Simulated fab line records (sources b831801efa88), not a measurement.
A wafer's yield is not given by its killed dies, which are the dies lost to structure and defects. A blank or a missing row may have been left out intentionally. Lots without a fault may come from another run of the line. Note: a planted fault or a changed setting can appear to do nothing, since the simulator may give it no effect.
Which tool is to blame? | flow sky130 | 12 lots with 34 wafers sampled at 6 steps, on a route of 708 steps

WHAT THE GAUGES SHOWED, per wafer
SKY_FIELD_ISO_THK_MEAS_25. Usual: FIELD_ISO_CVD_24_THK typically reads 597 nm, with standard deviation 8.1.
lot  | measured    | on            | FIELD_ISO_CVD_24_THK (nm) | flag
L252 | day 2 09:49 | film-metro-01 | 582 590 580               |
L255 | day 2 22:44 | film-metro-03 | 591 593 599               |
L256 | day 3 04:56 | film-metro-03 | 587 588 586               |
L257 | day 3 12:16 | film-metro-01 | 586 599 597               |
L258 | day 3 14:57 | film-metro-01 | 596 588 587               |
L263 | day 4 16:56 | film-metro-04 | 593 596                   |
L264 | day 4 21:06 | film-metro-03 | 611 619                   |
L269 | day 6 01:45 | film-metro-03 | 617 594 604               |
L270 | day 6 11:29 | film-metro-03 | 612 609 599               |
L271 | day 6 11:28 | film-metro-04 | 601 609 602               |
L274 | day 7 01:53 | film-metro-01 | 599 595 603               |
L275 | day 7 12:52 | film-metro-03 | 599 606 598               |

SKY_NWELL_TW_MEAS_15. Usual: NWELL_TW typically reads 1818, with standard deviation 14.
lot  | measured     | on            | NWELL_TW       | flag
L252 | day 4 17:02  | film-metro-01 | 1813 1814 1809 |
L255 | day 5 06:55  | film-metro-02 | 1845 1834 1835 |
L256 | day 5 14:26  | film-metro-02 | 1837 1825 1833 |
L257 | day 5 21:40  | film-metro-02 | 1832 1843 1833 |
L258 | day 6 01:36  | film-metro-01 | 1816 1816 1817 |
L263 | day 7 05:41  | film-metro-02 | 1672 1816      | OFF
L264 | day 7 17:16  | film-metro-02 | 1811 1670      | OFF
L269 | day 9 04:57  | film-metro-01 | 1833 1817 1822 |
L270 | day 9 11:35  | film-metro-01 | 1830 1828 1829 |
L271 | day 9 11:21  | film-metro-02 | 1802 1792 1808 |
L274 | day 9 22:15  | film-metro-02 | 1802 1788 1791 |
L275 | day 10 12:08 | film-metro-01 | 1827 1833 1832 |

SKY_NWELL_TW_MEAS_26. Usual: NWELL_2_TW typically reads 496, with standard deviation 3.2.
lot  | measured     | on            | NWELL_2_TW  | flag
L252 | day 5 10:32  | film-metro-01 | 499 500 500 |
L255 | day 6 01:04  | film-metro-01 | 494 495 497 |
L256 | day 6 08:37  | film-metro-01 | 498 496 499 |
L257 | day 6 14:46  | film-metro-04 | 500 496 496 |
L258 | day 6 19:36  | film-metro-04 | 498 499 499 |
L263 | day 8 01:10  | film-metro-02 | 491 491     |
L264 | day 8 13:46  | film-metro-04 | 497 497     |
L269 | day 10 02:48 | film-metro-02 | 493 494 493 |
L270 | day 10 10:04 | film-metro-02 | 491 494 493 |
L271 | day 10 09:12 | film-metro-02 | 491 494 496 |
L274 | day 10 20:57 | film-metro-02 | 493 493 493 |
L275 | day 11 10:47 | film-metro-01 | 496 498 497 |

SKY_NWELL_RS_MEAS_29: measures by four-point-probe. Usual: NWELL_RS typically reads 625.2 ohm/sq, with standard deviation 1.5.
lot  | measured     | on            | NWELL_RS (ohm/sq) | flag
L252 | day 5 10:45  | film-metro-01 | 624.5 625.0 624.6 |
L255 | day 6 01:17  | film-metro-02 | 624.5 626.7 624.8 |
L256 | day 6 08:50  | film-metro-02 | 622.9 625.6 625.0 |
L257 | day 6 14:59  | film-metro-01 | 627.8 626.3 626.9 |
L258 | day 6 19:49  | film-metro-01 | 626.5 628.2 628.9 |
L263 | day 8 01:25  | film-metro-04 | 720.0 625.8       | OFF
L264 | day 8 13:59  | film-metro-04 | 621.9 716.3       | OFF
L269 | day 10 03:01 | film-metro-01 | 622.4 624.4 624.5 |
L270 | day 10 10:17 | film-metro-01 | 625.6 624.5 625.7 |
L271 | day 10 09:25 | film-metro-01 | 624.3 622.9 623.7 |
L274 | day 10 21:10 | film-metro-02 | 626.5 628.1 627.3 |
L275 | day 11 11:04 | film-metro-04 | 624.9 624.4 623.2 |

WHICH TOOL RAN EACH LOT (tool, then ch and the chambers of the sampled wafers, then the start)
lot  | SKY_FIELD_ISO_ETCH_14             | SKY_NWELL_IMPLANT_11
L252 | rie-diel-03 ch 0,2,3, day 2 06:40 | implanter-02 ch 0, day 4 16:29
L255 | rie-diel-02 ch 0,1,2, day 2 20:16 | implanter-01 ch 0, day 5 06:22
L256 | rie-diel-03 ch 0,1,3, day 3 02:22 | implanter-02 ch 0, day 5 13:53
L257 | rie-diel-01 ch 2,3, day 3 07:34   | implanter-02 ch 0, day 5 21:08
L258 | rie-diel-03 ch 0,2,3, day 3 12:45 | implanter-04 ch 0, day 6 01:04
L263 | rie-diel-02 ch 0,3, day 4 14:10   | implanter-01 ch 0, day 7 05:11
L264 | rie-diel-03 ch 0,3, day 4 18:22   | implanter-01 ch 0, day 7 08:28
L269 | rie-diel-03 ch 0,1,2, day 5 21:50 | implanter-02 ch 0, day 9 04:25
L270 | rie-diel-02 ch 1,2,3, day 6 03:25 | implanter-04 ch 0, day 9 11:04
L271 | rie-diel-02 ch 1,2,3, day 6 06:27 | implanter-02 ch 0, day 9 10:49
L274 | rie-diel-01 ch 0,1, day 6 23:30   | implanter-04 ch 0, day 9 21:43
L275 | rie-diel-02 ch 2,3, day 7 10:57   | implanter-02 ch 0, day 10 11:35
- SKY_FIELD_ISO_ETCH_14: etches BARC in N2/H2, stops on SiO2, time 45.9 s, target depth 60 nm.
- SKY_NWELL_IMPLANT_11

AS READ BY THE TOOLS THEMSELVES (means over the sampled wafers that have a number; for cases with no such wafer, the mark the record gives instead)
SKY_FIELD_ISO_ETCH_14. Usual: drypump-motor-current-A 5.6 A, standard deviation 0.43; h2-flow-sccm 200.0 sccm, standard deviation 0.59; oes-product-au 0.855 a.u., standard deviation 0.0048; throttle-valve-pct 13.226 %, standard deviation 0.0092.
lot  | tool        | drypump-motor-current-A (A) | h2-flow-sccm (sccm) | oes-product-au (a.u.) | throttle-valve-pct (%) | flag
L252 | rie-diel-03 | 5.2                         | 199.6               | 0.857                 | 13.216                 |
L255 | rie-diel-02 | 5.9                         | 199.5               | 0.847                 | 13.237                 |
L256 | rie-diel-03 | 5.3                         | 200.1               | 0.852                 | 13.227                 |
L257 | rie-diel-01 | 6.3                         | 200.1               | 0.853                 | 13.225                 |
L258 | rie-diel-03 | 5.2                         | 199.9               | 0.860                 | 13.225                 |
L263 | rie-diel-02 | 5.5                         | 199.6               | 0.861                 | 13.219                 |
L264 | rie-diel-03 | 5.2                         | 200.2               | 0.851                 | 13.229                 |
L269 | rie-diel-03 | 5.2                         | 199.6               | 0.855                 | 13.226                 |
L270 | rie-diel-02 | 5.7                         | 199.9               | 0.857                 | 13.234                 |
L271 | rie-diel-02 | 5.7                         | 199.9               | 0.857                 | 13.226                 |
L274 | rie-diel-01 | 6.2                         | 199.5               | 0.855                 | 13.223                 |
L275 | rie-diel-02 | 5.4                         | 199.9               | 0.856                 | 13.229                 |

SKY_NWELL_IMPLANT_11. Usual: beam-energy-keV 399.99, standard deviation 0.13; beam-on-s 9.99 s, standard deviation 0.21; faraday-current-uA 107.3, standard deviation 2.2.
lot  | tool         | beam-energy-keV | beam-on-s (s) | faraday-current-uA | flag
L252 | implanter-02 | 400.03          | 10.17         | 105.7              |
L255 | implanter-01 | 399.78          | 9.82          | 108.8              |
L256 | implanter-02 | 399.99          | 9.89          | 108.3              |
L257 | implanter-02 | 400.03          | 10.06         | 106.6              |
L258 | implanter-04 | 399.91          | 9.90          | 108.2              |
L263 | implanter-01 | 400.00          | 8.85          | 121.8              | OFF
L264 | implanter-01 | 399.76          | 8.71          | 126.0              | OFF
L269 | implanter-02 | 400.09          | 10.14         | 105.6              |
L270 | implanter-04 | 400.03          | 10.05         | 106.6              |
L271 | implanter-02 | 399.94          | 9.90          | 108.1              |
L274 | implanter-04 | 399.98          | 9.91          | 108.5              |
L275 | implanter-02 | 399.74          | 9.93          | 108.0              |

THE ANSWER, worked out from the rows above alone
Rule: a lot counts as off when the mean over its wafers that have a number is more than 3 standard deviations away from the usual mean. Also off: a lot with no number at a reading for which 4 or more lots have one. The other lots that the step has rows for count as sound. After the gauges, taken in route order, come the tools' own readings; for these a lot's mean is taken, as printed above. At the first step where some lot is off, the reading lying furthest off is the one used; lots without a number count as furthest.
Off: at SKY_NWELL_TW_MEAS_15 (NWELL_TW), L263, L264.
If a tool, at a process step before that reading, ran all the lots that are off and no sound lot after the first of them, it fits. The gauges at SKY_NWELL_TW_MEAS_15 aren't tried: what is off there is off at SKY_NWELL_RS_MEAS_29 too, on other tools, and a gauge's error can't cause that. One fits: implanter-01 at SKY_NWELL_IMPLANT_11. A fault onset in the window from L255 (day 5 06:22, its last sound lot) to L263 (day 7 05:11, its first lot off) fits.
The tool's own readings at SKY_NWELL_IMPLANT_11 bear it out: on the lots that are off they differ by more than 5 times the standard deviation of the sound lots' means. beam-on-s reads 8.78 s there against 9.98 s on the sound lots; faraday-current-uA reads 123.9 there against 107.4 on the sound lots.

WHAT THE SIMULATOR PUT IN
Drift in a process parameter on implanter-01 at SKY_NWELL_IMPLANT_11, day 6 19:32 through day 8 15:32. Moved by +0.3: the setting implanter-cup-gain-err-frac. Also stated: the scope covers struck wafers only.
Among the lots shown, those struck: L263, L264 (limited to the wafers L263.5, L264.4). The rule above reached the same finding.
